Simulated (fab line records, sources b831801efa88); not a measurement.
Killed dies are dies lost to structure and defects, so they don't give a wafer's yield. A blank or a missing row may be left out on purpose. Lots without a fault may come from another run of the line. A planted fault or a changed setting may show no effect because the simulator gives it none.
Chamber matching | flow gf180mcu | GF_V5_CMP_26 on cmp-01: 4 sister chambers
The step polishes, stops on SiO2, t overpolish 15 s, target thk 0 nm. 4 wafers are shown with their chamber, then 12 later ones without.

WAFERS WITH THEIR CHAMBER
wafer  | chamber | motor_current_A (A)
L079.6 | 0       | 11.3
L084.2 | 3       | 10.7
L086.2 | 2       | 10.2
L086.5 | 1       | 9.1

WAFERS WITHOUT THEIR CHAMBER
wafer  | motor_current_A (A)
L088.1 | 8.9
L088.4 | 10.9
L088.5 | 9.3
L091.2 | 9.8
L091.4 | 9.3
L091.5 | 11.3
L093.1 | 9.6
L093.3 | 10.3
L093.6 | 10.3
L097.4 | 10.9
L097.5 | 11.5
L097.6 | 9.2

WHICH CHAMBER EACH WENT THROUGH
wafer  | from the rows above     | in truth
L088.1 | 1                       | 1
L088.4 | can't be placed: 3 or 0 | 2
L088.5 | 1                       | 1
L091.2 | can't be placed: 2 or 1 | 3
L091.4 | 1                       | 1
L091.5 | 0                       | 0
L093.1 | can't be placed: 1 or 2 | 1
L093.3 | can't be placed: 2 or 3 | 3
L093.6 | can't be placed: 2 or 3 | 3
L097.4 | can't be placed: 3 or 0 | 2
L097.5 | 0                       | 0
L097.6 | 1                       | 1
Placed correctly: 6 of 12. Can't be placed from these rows: 6 (the true chamber is among the candidates in 3). Placed wrongly: 0.
How it was worked out, from the rows above alone: a wafer's distance from a chamber is the root of the sum, over the readings, of the square of ((its reading less the chamber's mean) divided by the reading's scatter). The wafer belongs to the nearest chamber; if the next one is less than 2 further off, it can't be placed. A chamber's mean is the mean of its shown wafers. The scatter: with one shown wafer a chamber, the root of the mean of the squares of how far each hidden wafer lies from its nearest shown one.
